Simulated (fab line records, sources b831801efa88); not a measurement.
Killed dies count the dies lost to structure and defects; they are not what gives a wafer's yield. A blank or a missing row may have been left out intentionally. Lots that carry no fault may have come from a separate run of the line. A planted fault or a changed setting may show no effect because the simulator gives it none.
Which of the tools did it? ; flow sky130 ; at 1 step of a route of 708, 13 lots with 39 wafers sampled

== WHAT THE GAUGES SHOWED, per wafer ==
SKY_VT_ADJUST_LVTN_TW_MEAS_21.
lot;measured;on;VT_ADJUST_LVTN_2_TW
L184;day 7 16:41;film metro-04;185.1 184.8 185.6
L185;day 8 02:01;film metro-03;188.0 189.1 189.7
L186;day 8 04:05;film metro-03;188.3 188.9 188.2
L187;day 8 13:29;film metro-03;187.7 187.8 188.2
L191;day 9 17:05;film metro-03;189.3 190.3 190.1
L194;day 10 10:52;film metro-03;189.9 190.2 189.4
L195;day 10 16:43;film metro-02;184.1 184.5 184.2
L198;day 11 13:36;film metro-02;184.8 185.8 185.2
L202;day 12 15:56;film metro-02;184.2 183.7 183.2
L203;day 12 23:20;film metro-02;184.9 182.7 184.4
L204;day 13 07:49;film metro-04;186.8 186.7 186.8
L206;day 13 21:02;film metro-03;190.8 189.5 189.6
L207;day 14 08:25;film metro-04;186.0 186.1 186.2

== EACH LOT AND THE TOOL THAT RAN IT (in order: tool; ch and the chambers of the sampled wafers; start) ==
There is no process step in the record ahead of these readings.

== AS READ BY THE TOOLS THEMSELVES (means over the sampled wafers that have a number; for cases with no such wafer, the mark the record gives instead) ==
The record holds no such reading with a usual standard deviation.

== THE ANSWER, worked out from the rows above alone ==
Rule: the usual values come from the lots themselves. Put in order of their means at a reading, lots are off if they are a third of the lots or fewer, leave a main group of 4 or more, and stand apart from it by a gap of 3 or more times the standard deviation of the main group's means; of several such gaps the widest counts. Not used: any main group whose means are identical at the precision the tables above print for the reading. A lot without any number at a reading at which 4 lots or more have one is off too. Any other lot the step has rows for is counted as sound. After the gauges, taken in route order, come the tools' own readings; for these a lot's mean is taken, as printed above. The first step at which some lot is off is used, and at that step the reading that is off furthest; a lot without a number counts as furthest.
Nothing can be told from this: no lot is off at any reading shown.

== WHAT THE SIMULATOR HAD PUT IN ==
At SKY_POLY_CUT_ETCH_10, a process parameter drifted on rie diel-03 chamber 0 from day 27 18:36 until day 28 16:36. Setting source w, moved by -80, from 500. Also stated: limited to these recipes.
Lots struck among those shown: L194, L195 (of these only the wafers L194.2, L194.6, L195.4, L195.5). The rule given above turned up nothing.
